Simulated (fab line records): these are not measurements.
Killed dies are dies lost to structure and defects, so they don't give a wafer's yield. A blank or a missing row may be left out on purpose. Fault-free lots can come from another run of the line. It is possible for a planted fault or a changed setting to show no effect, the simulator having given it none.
Check for tools in common | flow gf180mcu | Lots sampled 14, wafers sampled 48

## THE REASON FOR OPENING IT
At GF_PSD_TW_MEAS_11 the reading PSD_TW is flagged on 2 of 14 lots. Wafers without a fault read 3160, standard deviation 36.
Rule: a lot is flagged in two cases, either no wafer of it has a number, or all its wafers with numbers fall more than 4 standard deviations from that mean. As for the other lots, they are considered sound.

lot  | measured     | on            | PSD_TW, wafer by wafer        | flag
L596 | day 14 03:53 | film-metro-04 | 3229 3248 3236                |
L600 | day 15 09:25 | film-metro-02 | 3182 3169 3155                |
L603 | day 16 15:58 | film-metro-01 | 2955 2949 2956 2958 2947 2956 | FLAGGED
L604 | day 17 02:34 | film-metro-01 | 2935 2945 2934 2940 2948 2940 | FLAGGED
L605 | day 17 08:08 | film-metro-02 | 3181 3185 3176                |
L607 | day 18 02:43 | film-metro-01 | 3147 3124 3136                |
L609 | day 19 04:41 | film-metro-02 | 3184 3171 3173                |
L610 | day 19 16:40 | film-metro-01 | 3142 3135 3137                |
L611 | day 19 22:07 | film-metro-01 | 3136 3139 3129                |
L612 | day 20 02:13 | film-metro-01 | 3112 3137 3115                |
L614 | day 20 20:58 | film-metro-01 | 3125 3137 3119                |
L616 | day 21 09:58 | film-metro-01 | 3117 3126 3134                |
L617 | day 21 14:28 | film-metro-01 | 3121 3127 3111                |
L619 | day 22 04:49 | film-metro-04 | 3176 3184 3197                |
The mean of the flagged lots' numbers is 2947, -213 from the usual (-6 standard deviations).

## WHICH TOOL EACH LOT WENT THROUGH
4 process steps preceding the reading are held in the record, out of 602 steps in the route. In each cell: the tool, then ch and the chambers that the sampled wafers went through, then the start.
lot  | flag    | GF_HV_LDD_STRIP_37                   | GF_HV_LDD_RTA_52                 | GF_PSD_IMPLANT_09               | GF_PSD_STRIP_10
L596 |         | plasma-asher-04 ch 0,1, day 11 11:40 | rtp-anneal-01 ch 0, day 12 07:44 | implanter-04 ch 0, day 14 03:39 | plasma-asher-02 ch 0,1, day 14 03:46
L600 |         | plasma-asher-03 ch 0,1, day 12 14:34 | rtp-anneal-02 ch 0, day 13 10:53 | implanter-04 ch 0, day 15 09:11 | plasma-asher-04 ch 0, day 15 09:19
L603 | FLAGGED | plasma-asher-04 ch 0,1, day 13 18:17 | rtp-anneal-02 ch 0, day 14 15:47 | implanter-04 ch 0, day 16 15:43 | plasma-asher-02 ch 0,1, day 16 15:52
L604 | FLAGGED | plasma-asher-02 ch 0, day 14 04:34   | rtp-anneal-01 ch 0, day 15 02:19 | implanter-04 ch 0, day 17 02:19 | plasma-asher-01 ch 0,1, day 17 02:28
L605 |         | plasma-asher-04 ch 0,1, day 14 10:40 | rtp-anneal-01 ch 0, day 15 08:44 | implanter-02 ch 0, day 17 07:54 | plasma-asher-01 ch 0,1, day 17 08:01
L607 |         | plasma-asher-03 ch 1, day 15 04:05   | rtp-anneal-02 ch 0, day 16 02:26 | implanter-01 ch 0, day 18 02:29 | plasma-asher-04 ch 0,1, day 18 02:36
L609 |         | plasma-asher-02 ch 0,1, day 16 04:31 | rtp-anneal-01 ch 0, day 17 02:31 | implanter-01 ch 0, day 19 04:27 | plasma-asher-04 ch 0,1, day 19 04:34
L610 |         | plasma-asher-04 ch 0,1, day 16 14:44 | rtp-anneal-02 ch 0, day 17 13:37 | implanter-01 ch 0, day 19 16:26 | plasma-asher-04 ch 0, day 19 16:33
L611 |         | plasma-asher-02 ch 1, day 16 19:18   | rtp-anneal-01 ch 0, day 17 18:52 | implanter-04 ch 0, day 19 21:52 | plasma-asher-02 ch 0,1, day 19 22:01
L612 |         | plasma-asher-04 ch 0,1, day 17 00:18 | rtp-anneal-02 ch 0, day 17 23:25 | implanter-02 ch 0, day 20 01:58 | plasma-asher-01 ch 0,1, day 20 02:07
L614 |         | plasma-asher-02 ch 0,1, day 17 16:37 | rtp-anneal-02 ch 0, day 18 16:53 | implanter-02 ch 0, day 20 20:44 | plasma-asher-02 ch 0,1, day 20 20:51
L616 |         | plasma-asher-04 ch 0,1, day 18 06:36 | rtp-anneal-01 ch 0, day 19 06:45 | implanter-04 ch 0, day 21 09:44 | plasma-asher-04 ch 0,1, day 21 09:51
L617 |         | plasma-asher-02 ch 0,1, day 18 10:15 | rtp-anneal-02 ch 0, day 19 11:01 | implanter-02 ch 0, day 21 14:14 | plasma-asher-02 ch 0,1, day 21 14:21
L619 |         | plasma-asher-04 ch 0,1, day 19 00:54 | rtp-anneal-01 ch 0, day 20 01:25 | implanter-01 ch 0, day 22 04:34 | plasma-asher-02 ch 0,1, day 22 04:43
What is done by these steps:
- GF_HV_LDD_STRIP_37: strips in O2/N2.
- GF_HV_LDD_RTA_52: time 10 s.
- GF_PSD_IMPLANT_09
- GF_PSD_STRIP_10: strips in O2/N2.
- GF_PSD_TW_MEAS_11

## FLAGGED OVER TOTAL, TOOL BY TOOL (the gauges that took the reading come last)
step               | tool            | lots run | flagged | share of the flagged lots | sound lots run after its first flagged lot
GF_HV_LDD_STRIP_37 | plasma-asher-02 | 5        | 1       | some                      | 4 (L609,L611,L614,L617)
GF_HV_LDD_STRIP_37 | plasma-asher-03 | 2        | 0       | none                      | -
GF_HV_LDD_STRIP_37 | plasma-asher-04 | 7        | 1       | some                      | 5 (L605,L610,L612,L616,L619)
GF_HV_LDD_RTA_52   | rtp-anneal-01   | 7        | 1       | some                      | 5 (L605,L609,L611,L616,L619)
GF_HV_LDD_RTA_52   | rtp-anneal-02   | 7        | 1       | some                      | 5 (L607,L610,L612,L614,L617)
GF_PSD_IMPLANT_09  | implanter-01    | 4        | 0       | none                      | -
GF_PSD_IMPLANT_09  | implanter-02    | 4        | 0       | none                      | -
GF_PSD_IMPLANT_09  | implanter-04    | 6        | 2       | all                       | 2 (L611,L616)
GF_PSD_STRIP_10    | plasma-asher-01 | 3        | 1       | some                      | 2 (L605,L612)
GF_PSD_STRIP_10    | plasma-asher-02 | 6        | 1       | some                      | 4 (L611,L614,L617,L619)
GF_PSD_STRIP_10    | plasma-asher-04 | 5        | 0       | none                      | -
GF_PSD_TW_MEAS_11  | film-metro-01   | 9        | 2       | all                       | 7 (L607,L610,L611,L612,L614,L616,L617)
GF_PSD_TW_MEAS_11  | film-metro-02   | 3        | 0       | none                      | -
GF_PSD_TW_MEAS_11  | film-metro-04   | 2        | 0       | none                      | -

## WHAT IS ALLOWED BY THE TABLE
Every flagged lot went through 2 rows of the table: implanter-04 at GF_PSD_IMPLANT_09 and film-metro-01 at GF_PSD_TW_MEAS_11.
- implanter-04 at GF_PSD_IMPLANT_09 ran 6 lots, 2 of them flagged. Lots that were sound ran on it after the first flagged one (L611, L616); a persistent fault on the entire tool would not allow that. Its own readings lie more than 4 standard deviations out on every wafer of the flagged lots: beam-energy-keV.
- film-metro-01 at GF_PSD_TW_MEAS_11 ran 9 lots, 2 of them flagged. Lots that were sound ran on it after the first flagged one (L607, L610, L611, L612, L614, L616, L617); a persistent fault on the entire tool would not allow that.
Not one row of the table ran every flagged lot while running no sound lot after the first.

## WHAT WAS PUT IN BY THE SIMULATOR
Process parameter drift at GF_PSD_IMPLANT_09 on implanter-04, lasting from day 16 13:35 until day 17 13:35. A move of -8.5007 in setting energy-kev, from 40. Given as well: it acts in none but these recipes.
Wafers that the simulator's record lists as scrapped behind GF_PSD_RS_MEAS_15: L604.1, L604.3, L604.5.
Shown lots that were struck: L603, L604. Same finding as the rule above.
